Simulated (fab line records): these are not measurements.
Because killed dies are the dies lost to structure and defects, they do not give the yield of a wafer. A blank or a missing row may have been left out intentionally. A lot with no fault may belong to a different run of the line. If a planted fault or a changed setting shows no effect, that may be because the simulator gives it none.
Matching of chambers ; flow sfq_line ; SFQ_TRILAYER_I3_VIA_ETCH_VIA_ETCH_088 on rie_diel-03 has 4 sister chambers
The step etches SiO2 in CHF3, stops on Nb, target depth 260 nm. 14 wafers are shown with their chamber, then 6 later ones without.

== EACH WAFER AND ITS CHAMBER ==
wafer;chamber;oes_product_au (a.u.)
L250.1;3;0.851
L250.2;1;0.850
L250.3;0;0.846
L251.1;2;0.852
L251.2;1;0.865
L251.6;3;0.854
L254.3;1;0.858
L254.4;2;0.853
L254.5;2;0.861
L255.1;2;0.851
L255.4;3;0.869
L255.6;2;0.862
L259.1;1;0.856
L259.3;3;0.852

SIGNATURES (averages over the wafers above)
reading;chamber 0;chamber 1;chamber 2;chamber 3;scatter within a chamber
oes_product_au;0.84600;0.85725;0.85580;0.85650;0.00662
Rule: for a wafer and a chamber, the distance is found by dividing, reading by reading, the gap between the wafer's reading and the chamber's mean by the reading's scatter, squaring, summing and taking the root. If the next closest chamber is less than 2 further off than the closest, the wafer can't be placed; otherwise it belongs to the closest. The scatter is the square root of a quotient: the sum, over the shown wafers, of each reading's squared deviation from its chamber's mean, divided by wafers minus chambers.

== WAFERS WITH NO CHAMBER GIVEN ==
wafer;oes_product_au (a.u.)
L267.1;0.859
L267.4;0.856
L267.5;0.850
L272.1;0.852
L272.3;0.857
L272.5;0.852

== EACH ONE'S CHAMBER ==
wafer;from the rows above;in truth
L267.1;can't be placed: 1 or 3 or 2 or 0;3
L267.4;can't be placed: 2 or 3 or 1 or 0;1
L267.5;can't be placed: 0 or 2 or 3 or 1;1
L272.1;can't be placed: 2 or 3 or 1 or 0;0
L272.3;can't be placed: 1 or 3 or 2 or 0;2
L272.5;can't be placed: 2 or 3 or 1 or 0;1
Correct placement for 0 of the 6. Not placeable from these rows: 6 (in 6, the candidates include the true chamber). Number placed wrongly: 0.
